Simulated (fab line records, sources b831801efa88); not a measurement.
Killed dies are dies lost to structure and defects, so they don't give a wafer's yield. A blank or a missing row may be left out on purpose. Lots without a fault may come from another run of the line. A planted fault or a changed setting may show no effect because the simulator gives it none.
Chamber matching | flow gf180mcu | GF_V5_CMP_04 on cmp-02: 4 sister chambers
The step polishes SiO2. 14 wafers are shown with their chamber, then 7 later ones without.

WAFERS WITH THEIR CHAMBER
wafer  | chamber | motor_current_A (A) | edge_zone_pressure_frac
L942.2 | 3       | 16.1                | 0.997
L942.4 | 1       | 13.1                | 1.005
L942.5 | 2       | 11.2                | 0.993
L943.3 | 0       | 11.0                | 0.998
L943.5 | 1       | 13.7                | 1.003
L943.6 | 2       | 11.4                | 1.007
L948.1 | 3       | 15.2                | 1.000
L948.2 | 1       | 13.8                | 1.012
L948.6 | 1       | 14.0                | 1.008
L949.1 | 2       | 11.2                | 1.010
L949.5 | 0       | 10.7                | 1.000
L949.6 | 1       | 13.1                | 1.004
L951.1 | 0       | 10.4                | 1.003
L951.2 | 3       | 15.3                | 0.999

SIGNATURES (means of the wafers above)
reading                 | chamber 0 | chamber 1 | chamber 2 | chamber 3 | scatter within a chamber
motor_current_A         | 10.700    | 13.540    | 11.267    | 15.533    | 0.372
edge_zone_pressure_frac | 1.00033   | 1.00640   | 1.00333   | 0.99867   | 0.00485
Rule: a wafer's distance from a chamber is the root of the sum, over the readings, of the square of ((its reading less the chamber's mean) divided by the reading's scatter). The wafer belongs to the nearest chamber; if the next one is less than 2 further off, it can't be placed. The scatter: the root of (the sum of the squares of (reading less its chamber's mean) over the shown wafers, divided by (wafers less chambers)).

WAFERS WITHOUT THEIR CHAMBER
wafer  | motor_current_A (A) | edge_zone_pressure_frac
L951.5 | 10.0                | 1.003
L957.3 | 15.4                | 1.003
L957.4 | 13.7                | 0.998
L957.6 | 11.4                | 1.000
L960.3 | 10.4                | 0.995
L960.4 | 13.3                | 1.003
L960.6 | 13.2                | 1.005

WHICH CHAMBER EACH WENT THROUGH
wafer  | from the rows above     | in truth
L951.5 | can't be placed: 0 or 2 | 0
L957.3 | 3                       | 3
L957.4 | 1                       | 1
L957.6 | can't be placed: 2 or 0 | 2
L960.3 | can't be placed: 0 or 2 | 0
L960.4 | 1                       | 1
L960.6 | 1                       | 1
Placed correctly: 4 of 7. Can't be placed from these rows: 3 (the true chamber is among the candidates in 3). Placed wrongly: 0.
